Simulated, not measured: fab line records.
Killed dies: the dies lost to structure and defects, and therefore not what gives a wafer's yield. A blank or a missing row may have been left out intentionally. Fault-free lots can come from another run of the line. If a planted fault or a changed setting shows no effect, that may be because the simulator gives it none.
A struck lot beside a sound one | flow sky130 | 21 out of 708 route steps
Sound: the wafers L293.1, L293.2, L293.5. Wafers struck: L296.2, L296.3, L296.4. The cause is given at the end.
Per side, at each step with rows, come the tool, then ch with its chambers, and then its first start. Under that, the readings that differ: sound wafers | struck wafers | difference of the means | sigmas: that difference in standard deviations of wafers without a fault.
alike: readings whose means differ by less than 2 such deviations, and words and numbers that are the same on both sides. not compared: withheld readings, readings that some wafer has no value for, bounds like >300 that may hide the same value, and numbers for which the record gives no deviation and whose values overlap.
Wherever a step has rows on one side only, a row that says differs or no value, or a row with sigmas, the two part there. Numbers that have no deviation but don't overlap get no sigmas and don't part them. A reading missing from all wafers of one side parts the sides only when that side holds two or more wafers.

first, 4 steps without rows for these wafers: SKY_METAL2_STRIP_21 (strips in post etch residue remover, time 1200 s); SKY_METAL2_CLEAN_22 (cleans in IPA, time 180 s); SKY_METAL2_CLEAN_23 (cleans in O3/DIW); SKY_VIA2_HDPCVD_00 (deposits SiO2, target thk 1180 nm, time 196.7 s).
SKY_VIA2_THK_MEAS_01:
  sound: film-metro-01 at day 38 07:52; struck: film-metro-03 at day 38 20:38
  alike: VIA2_HDPCVD_THK
SKY_VIA2_CMP_02: polishes SiO2.
  sound on cmp-01 ch 0,2, day 38 07:56; struck on cmp-02 ch 0,2,3, day 38 20:41
  alike: edge-zone-pressure-frac, motor-current-A, slurry-filter-dp-kPa
SKY_VIA2_BOW_MEAS_03:
  sound: film-metro-03 at day 38 08:14; struck: film-metro-01 at day 38 21:01
  alike: VIA2_BOW
then, 5 steps without rows for these wafers: SKY_VIA2_DEHYDRATE_04 (time 60 s); SKY_VIA2_HMDS_05 (prime time 60 s); SKY_VIA2_COAT_06 (resist thk 60 nm); SKY_VIA2_COAT_07 (resist thk 450 nm); SKY_VIA2_SOFTBAKE_08 (time 90 s).
SKY_VIA2_EXPOSE_09: exposes mask VIM2, target cd 200 nm.
  sound on krf-scanner-02 ch 0, day 38 22:05; struck on krf-scanner-01 ch 0, day 39 08:43
  reading              | sound             | struck            | difference | sigmas
  exposure-dose-mJ-cm2 | 38.03 38.05 38.07 | 38.52 38.49 38.49 | +0.45      | +9
  alike: mask
following that, these wafers have no rows for 1 step: SKY_VIA2_PEB_10.
SKY_VIA2_DEVELOP_11: develop time 58.6 s.
  sound on litho-track-04 ch 0; struck on litho-track-04 ch 0
  reading               | sound             | struck          | difference | sigmas
  model.VIA2.cd-nm (nm) | 202.1 200.3 200.7 | 194.9 191.5 187 | -9.9       |
SKY_VIA2_CD_MEAS_12 targets a cd of 200 nm.
  sound: cd-sem-01 at day 39 09:07; struck: cd-sem-01 at day 39 21:56
  reading    | sound             | struck            | difference | sigmas
  cd-nm (nm) | 201.9 200.3 200.6 | 194.8 191.4 187.4 | -9.7       | -6
  not compared: hold
SKY_VIA2_OVL_MEAS_13:
  sound: overlay-01 at day 39 09:14; struck: overlay-01 at day 40 06:34
  reading | sound | struck                                                                     | difference                   | sigmas
  hold    | - - - | await-dispo/8.5h/release await-dispo/8.5h/release await-dispo/8.5h/release | no value on the sound wafers |
  alike: VIA2_OVL
SKY_VIA2_ETCH_14: etches BARC in N2/H2, stops on SiO2, time 45.9 s, target depth 60 nm.
  sound on rie-diel-01 ch 0,2, day 39 09:16; struck on rie-diel-03 ch 0,2,3, day 40 06:35
  alike: bias-w, drypump-motor-current-A, oes-product-au, throttle-valve-pct
  not compared: rf-hours-counter-h
SKY_VIA2_ETCH_15: etches SiO2 in C4F8/O2/Ar, stops on TiN, target depth 546 nm, time 84 s.
  sound on rie-diel-01 ch 0,2, day 39 09:19; struck on rie-diel-03 ch 0,2,3, day 40 06:38
  reading               | sound             | struck          | difference | sigmas
  model.VIA2.cd-nm (nm) | 198.2 195.1 195.9 | 191.9 195 188.5 | -4.6       |
  alike: bias-w, oes-product-au
SKY_VIA2_STRIP_16: strips in O2/N2.
  sound on plasma-asher-01 ch 0,1, day 39 09:23; struck on plasma-asher-01 ch 0,1, day 40 06:41
  alike: drypump-motor-current-A, oes-product-au, strip-time-to-endpoint-s
  not compared: rf-hours-counter-h
-- the record jumps here: 8 days lie between the struck wafers' starts before and after (it left off in module VIA2 and takes up again in module PAD_OPEN, whose first step shown is number 708 of the route) --
SKY_PAD_OPEN_PROBE_99:
  sound: prober-02 at day 48 06:37; struck: prober-01 at day 48 16:20
  alike: defect-limited-yield, killed_at_M0_to_M3, killed_at_M4_up, killed-at-contacts, killed-at-front-end, killed-at-other, killed-dies, killed-open, killed-short, sort_bin_3_pad_short, sort_bin_5_function, sort_bin_6_memory, sort-n-pass, sort-yield-pct
  not compared: model.etest.via2-chain.rc-ohm

== WHERE THEY PART ==
At SKY_VIA2_EXPOSE_09 first; at SKY_VIA2_OVL_MEAS_13 last (within this record only). Later steps at which nothing parts them and some readings are alike: SKY_VIA2_ETCH_14, SKY_VIA2_ETCH_15, SKY_VIA2_STRIP_16, SKY_PAD_OPEN_PROBE_99.

WHY: the cause the simulator had injected
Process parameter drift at SKY_VIA2_EXPOSE_09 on krf-scanner-01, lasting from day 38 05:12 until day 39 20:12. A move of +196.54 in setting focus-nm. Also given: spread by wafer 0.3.
